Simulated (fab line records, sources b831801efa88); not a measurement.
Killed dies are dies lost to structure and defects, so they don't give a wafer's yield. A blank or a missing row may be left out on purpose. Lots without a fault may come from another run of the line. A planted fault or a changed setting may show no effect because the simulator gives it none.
Which tool did it? | flow gf180mcu | 7 lots, 21 wafers sampled, at 1 step of a route of 602

WHAT THE GAUGES READ, wafer by wafer
GF_MVSD_TW_MEAS_11.
lot  | measured    | on            | MVSD_TW
L933 | day 4 17:49 | film_metro-01 | 1582 1587 1593
L937 | day 5 16:11 | film_metro-01 | 1600 1602 1593
L939 | day 6 02:56 | film_metro-04 | 1587 1583 1588
L945 | day 7 12:54 | film_metro-01 | 1579 1577 1567
L949 | day 8 11:40 | film_metro-04 | 1584 1577 1580
L951 | day 9 00:17 | film_metro-04 | 1572 1575 1568
L954 | day 9 17:49 | film_metro-01 | 1578 1579 1581

WHICH TOOL RAN EACH LOT (tool, then ch and the chambers of the sampled wafers, then the start)
The record holds no process step before these readings.

THE ANSWER, worked out from the rows above alone
Rule: what is usual is taken from the lots themselves. Put in order of their means at a reading, lots are off if they are a third of the lots or fewer, leave a main group of 4 or more, and stand apart from it by a gap of 3 or more times the standard deviation of the main group's means; of several such gaps the widest counts. A main group whose means are all the same, to the digits that the tables above print for the reading, isn't used. A lot without any number at a reading at which 4 lots or more have one is off too. The other lots that the step has rows for count as sound.
No lot is off at any reading shown: from this, nothing can be told.

WHAT THE SIMULATOR HAD PUT IN
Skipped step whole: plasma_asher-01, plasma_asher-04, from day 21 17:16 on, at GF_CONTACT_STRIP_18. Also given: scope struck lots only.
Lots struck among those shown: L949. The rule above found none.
